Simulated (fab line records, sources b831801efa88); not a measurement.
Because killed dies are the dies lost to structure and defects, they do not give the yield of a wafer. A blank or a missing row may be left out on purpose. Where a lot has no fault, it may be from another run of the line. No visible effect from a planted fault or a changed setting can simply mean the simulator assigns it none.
Which of the tools did it? | flow sky130 | 9 lots, 27 wafers sampled, at 6 steps of a route of 708

== WHAT THE GAUGES READ, wafer by wafer ==
SKY_CONTACT_CD_MEAS_14: the cd target is 170 nm.
lot  | measured     | on        | cd nm (nm)
L547 | day 31 08:25 | cd sem-02 | 167.8 166.4 166.8
L549 | day 32 07:21 | cd sem-02 | 169.4 167.4 168.1
L554 | day 34 04:35 | cd sem-02 | 167.3 168.1 169.3
L558 | day 35 11:33 | cd sem-01 | 169.7 169.1 167.6
L560 | day 35 22:46 | cd sem-01 | 168.3 167.5 169.6
L562 | day 36 18:39 | cd sem-01 | 170.3 169.8 169.0
L564 | day 37 11:53 | cd sem-01 | 170.7 172.2 171.1
L565 | day 37 12:46 | cd sem-01 | 170.3 170.6 169.8
L570 | day 39 07:19 | cd sem-02 | 172.2 170.9 169.8

SKY_CONTACT_THK_MEAS_26: measures by xrf.
lot  | measured     | on            | CONTACT_W_THK (nm)
L547 | day 31 09:37 | film metro-03 | 343 346 342
L549 | day 32 08:32 | film metro-04 | 355 362 361
L554 | day 34 05:46 | film metro-03 | 336 343 343
L558 | day 35 12:44 | film metro-03 | 343 344 348
L560 | day 35 23:56 | film metro-02 | 350 339 350
L562 | day 36 19:50 | film metro-02 | 341 348 344
L564 | day 37 13:02 | film metro-02 | 342 350 347
L565 | day 37 13:56 | film metro-02 | 353 348 352
L570 | day 39 08:31 | film metro-03 | 347 350 354

SKY_METAL1_RS_MEAS_05: uses a four-point probe to measure.
lot  | measured     | on            | METAL1_ALCU_RS (ohm/sq)
L547 | day 31 10:07 | film metro-01 | 0.1271 0.1260 0.1262
L549 | day 32 09:02 | film metro-03 | 0.1248 0.1262 0.1253
L554 | day 34 06:17 | film metro-03 | 0.1264 0.1259 0.1269
L558 | day 35 13:14 | film metro-01 | 0.1254 0.1266 0.1282
L560 | day 36 00:26 | film metro-01 | 0.1273 0.1261 0.1255
L562 | day 36 20:20 | film metro-01 | 0.1237 0.1956 0.1249 0.1238 0.1954 0.1251
L564 | day 37 13:34 | film metro-04 | 0.1283 0.1294 0.1262
L565 | day 37 14:26 | film metro-01 | 0.1278 0.1286 0.1293
L570 | day 39 09:04 | film metro-04 | 0.1253 0.1265 0.1254

SKY_METAL1_THK_MEAS_06: measures by xrf.
lot  | measured     | on            | METAL1_ALCU_THK (nm)
L547 | day 31 10:14 | film metro-01 | 247 250 248
L549 | day 32 09:09 | film metro-03 | 250 248 248
L554 | day 34 06:23 | film metro-03 | 252 250 247
L558 | day 35 13:21 | film metro-01 | 249 249 245
L560 | day 36 00:34 | film metro-01 | 248 248 251
L562 | day 37 01:37 | film metro-03 | 251 162 249 251 164 250
L564 | day 37 13:40 | film metro-04 | 246 242 250
L565 | day 37 14:33 | film metro-01 | 246 245 244
L570 | day 39 09:11 | film metro-04 | 254 250 250

== WHAT TOOL EACH LOT RAN ON (gives the tool, then ch and the chambers of the sampled wafers, and finally the start) ==
lot  | SKY_CONTACT_CMP_27            | SKY_METAL1_SPUTTER_02
L547 | cmp-02 ch 0,3, day 31 09:41   | pvd sputter-01, day 31 10:02
L549 | cmp-01 ch 0,2,3, day 32 08:38 | pvd sputter-01, day 32 08:56
L554 | cmp-01 ch 0,2, day 34 05:52   | pvd sputter-03, day 34 06:10
L558 | cmp-02 ch 2,3, day 35 12:50   | pvd sputter-03, day 35 13:08
L560 | cmp-01 ch 1,2,3, day 36 00:00 | pvd sputter-04, day 36 00:21
L562 | cmp-01 ch 0,2,3, day 36 20:00 | pvd sputter-01, day 36 20:15
L564 | cmp-02 ch 0,2, day 37 13:08   | pvd sputter-04, day 37 13:26
L565 | cmp-01 ch 0,3, day 37 14:02   | pvd sputter-04, day 37 14:20
L570 | cmp-02 ch 1,3, day 39 08:34   | pvd sputter-01, day 39 08:55
- SKY_CONTACT_CMP_27: polishes, stops on SiO2, t overpolish 15 s, target thk 0 nm.
- SKY_METAL1_SPUTTER_02: material AlCu, target thk 250 nm, time 13.3 s.

== AS READ BY THE TOOLS THEMSELVES (means over the sampled wafers that have a number; for cases with no such wafer, the mark the record gives instead) ==
SKY_CONTACT_CMP_27.
lot  | tool   | motor current A (A) | overpolish run s (s) | platen rpm (rpm) | time to endpoint s (s)
L547 | cmp-02 | 10.5                | 14.997               | 59.97            | 82
L549 | cmp-01 | 11.1                | 14.997               | 60.02            | 85
L554 | cmp-01 | 11.6                | 15.000               | 60.01            | 78
L558 | cmp-02 | 11.0                | 14.993               | 60.04            | 78
L560 | cmp-01 | 10.5                | 14.999               | 60.03            | 82
L562 | cmp-01 | 11.3                | 14.993               | 59.99            | 82
L564 | cmp-02 | 11.8                | 14.998               | 60.00            | 82
L565 | cmp-01 | 10.9                | 14.996               | 59.99            | 91
L570 | cmp-02 | 9.7                 | 15.003               | 59.93            | 83

SKY_METAL1_SPUTTER_02.
lot  | tool           | chamber pressure pa (Pa) | throttle valve pct (%)
L547 | pvd sputter-01 | 0.4001                   | 29.2
L549 | pvd sputter-01 | 0.4008                   | 29.6
L554 | pvd sputter-03 | 0.4000                   | 28.9
L558 | pvd sputter-03 | 0.3993                   | 29.7
L560 | pvd sputter-04 | 0.4005                   | 29.8
L562 | pvd sputter-01 | 0.4005                   | 28.5
L564 | pvd sputter-04 | 0.4010                   | 29.9
L565 | pvd sputter-04 | 0.3994                   | 30.8
L570 | pvd sputter-01 | 0.3993                   | 29.0

== THE ANSWER, worked out from the rows above alone ==
Rule: the usual values come from the lots themselves. Put in order of their means at a reading, lots are off if they are a third of the lots or fewer, leave a main group of 4 or more, and stand apart from it by a gap of 3 or more times the standard deviation of the main group's means; of several such gaps the widest counts. Not used: any main group whose means are identical at the precision the tables above print for the reading. A lot without any number at a reading at which 4 lots or more have one is off too. All remaining lots with rows at the step are treated as sound. After the gauges, taken in route order, come the tools' own readings; for these a lot's mean is taken, as printed above. The first step at which some lot is off is used, and at that step the reading that is off furthest; a lot without a number counts as furthest.
Off: L562, seen at SKY_METAL1_RS_MEAS_05 (METAL1_ALCU_RS). The main group has a mean of 0.1267 ohm/sq with a standard deviation of 0.001.
A tool fits if, at a process step before that reading, it ran every lot that is off, and no sound lot after the first of them. Not tried: the gauges at SKY_METAL1_RS_MEAS_05; whatever is off there is also off at SKY_METAL1_THK_MEAS_06, on other tools, and gauge error can't account for it. Of those tried, none fits.

== WHAT HAD BEEN PUT IN BY THE SIMULATOR ==
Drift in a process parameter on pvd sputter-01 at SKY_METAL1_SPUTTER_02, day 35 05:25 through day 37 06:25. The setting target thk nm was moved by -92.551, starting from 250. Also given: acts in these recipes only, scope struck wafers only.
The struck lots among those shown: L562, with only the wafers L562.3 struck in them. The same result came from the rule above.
